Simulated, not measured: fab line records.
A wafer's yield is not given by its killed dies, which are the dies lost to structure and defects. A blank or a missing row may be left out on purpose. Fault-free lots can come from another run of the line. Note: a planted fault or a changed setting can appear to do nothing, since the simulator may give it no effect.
A struck lot beside a sound one	flow sky130	13 steps out of a route of 708
Sound: these wafers, L790.2, L790.4, L790.6. Wafers L800.3, L800.4, L800.6 were the ones struck. Last of all comes the cause.
Each step with rows lists, per side, the tool, then ch with its chambers, then its first start. Under that, the readings that differ: sound wafers	struck wafers	difference of the means	sigmas: that difference in standard deviations of wafers without a fault.
alike: words and numbers the same on both sides, and readings whose means are apart by under 2 such deviations; not compared: readings that were withheld, readings missing a value for some wafer, numbers with overlapping values and no deviation given by the record, and bounds like >300 which may hide the same value.
Wherever a step has rows on one side only, a row that says differs or no value, or a row with sigmas, the two part there. Numbers that have no deviation but don't overlap get no sigmas and don't part them. A reading missing from all wafers of one side parts the sides only when that side holds two or more wafers.

SKY_FIELD_ISO_BOW_MEAS_00:
  sound on film_metro-02 at day 2 21:01; struck on film_metro-02 at day 4 23:02
  alike: INCOMING_BOW
then, 1 step without rows for these wafers: SKY_FIELD_ISO_OXIDATION_01 (stabilise 600 s, purge 300 s, target thk 12 nm).
SKY_FIELD_ISO_THK_MEAS_02:
  sound on film_metro-02 at day 2 22:38; struck on film_metro-02 at day 5 00:44
reading	sound	struck	difference	sigmas
FIELD_ISO_OXIDATION_00_THK (nm)	11.53 11.41 11.46	12.27 12.37 12.40	+0.88	+3
then, 1 step without rows for these wafers: SKY_FIELD_ISO_CVD_03 (deposits Si3N4 from DCS/NH3, target thk 165 nm, time 2830 s).
SKY_FIELD_ISO_THK_MEAS_04:
  sound on film_metro-04 at day 3 00:29; struck on film_metro-04 at day 5 02:35
reading	sound	struck	difference	sigmas
FIELD_ISO_CVD_03_THK (nm)	166.0 165.9 167.0	162.2 163.4 162.4	-3.6	-3
then, 6 steps without rows for these wafers: SKY_FIELD_ISO_DEHYDRATE_05 (time 60 s); SKY_FIELD_ISO_HMDS_06 (prime time 60 s); SKY_FIELD_ISO_COAT_07 (resist thk 60 nm); SKY_FIELD_ISO_COAT_08 (resist thk 450 nm); SKY_FIELD_ISO_SOFTBAKE_09 (time 90 s); SKY_FIELD_ISO_EXPOSE_10 (exposes mask FOM, target cd 150 nm).
SKY_FIELD_ISO_PEB_11:
  struck on litho_track-03, day 5 19:00; sound on litho_track-01 ch 0, day 3 16:00
reading	sound	struck	difference	sigmas
exhaust_pa (Pa)	43.2 42.5 44.7	- - -	no value on the struck wafers	
  not compared: chill_plate_temp_C
then, 1 step without rows for these wafers: SKY_FIELD_ISO_DEVELOP_12 (develop time 60 s).

## WHERE THEY PART
At SKY_FIELD_ISO_THK_MEAS_02 first; at SKY_FIELD_ISO_PEB_11 last (within this record only).

WHY: whatever the simulator had introduced
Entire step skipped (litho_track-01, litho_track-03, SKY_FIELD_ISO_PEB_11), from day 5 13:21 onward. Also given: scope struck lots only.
